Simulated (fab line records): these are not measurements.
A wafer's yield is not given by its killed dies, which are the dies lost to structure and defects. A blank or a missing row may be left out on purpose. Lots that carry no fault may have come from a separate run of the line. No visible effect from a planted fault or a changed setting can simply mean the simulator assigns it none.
Chamber matching + flow gf180mcu + cmp-02 running GF_V2_CMP_04: 4 sister chambers
The step polishes SiO2. 4 wafers are shown with their chamber, then 7 later ones without.

== WAFERS WITH THEIR CHAMBER ==
| wafer  | chamber | motor_current_A (A) |
|--------|---------|---------------------|
| L156.1 | 3       | 12.7                |
| L157.6 | 2       | 12.8                |
| L160.2 | 0       | 12.7                |
| L160.4 | 1       | 11.9                |

== WAFERS MISSING THEIR CHAMBER ==
| wafer  | motor_current_A (A) |
|--------|---------------------|
| L160.5 | 12.0                |
| L172.1 | 12.1                |
| L172.2 | 11.5                |
| L172.4 | 12.1                |
| L173.1 | 12.9                |
| L173.3 | 12.4                |
| L173.5 | 12.1                |

== WHICH CHAMBER EACH WENT THROUGH ==
| wafer  | from the rows above               | in truth                   |
|--------|-----------------------------------|----------------------------|
| L160.5 | 1                                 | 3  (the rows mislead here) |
| L172.1 | can't be placed: 1 or 0 or 3      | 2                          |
| L172.2 | 1                                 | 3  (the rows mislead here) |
| L172.4 | can't be placed: 1 or 0 or 3      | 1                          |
| L173.1 | can't be placed: 2 or 0 or 3      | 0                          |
| L173.3 | can't be placed: 0 or 3 or 2 or 1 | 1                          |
| L173.5 | can't be placed: 1 or 0 or 3      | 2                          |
Correct placement for 0 of the 7. Unplaceable from these rows: 5, with the true chamber sitting among the candidates in 3. Wrongly placed: 2.
How it was worked out, from the rows above alone: a wafer's distance from a chamber is the root of the sum, over the readings, of the square of ((its reading less the chamber's mean) divided by the reading's scatter). The wafer belongs to the nearest chamber; if the next one is less than 2 further off, it can't be placed. For every chamber, the mean is computed from those of its wafers that are shown. The scatter: root of mean squared gap, hidden wafer to nearest shown wafer, with one shown wafer a chamber.
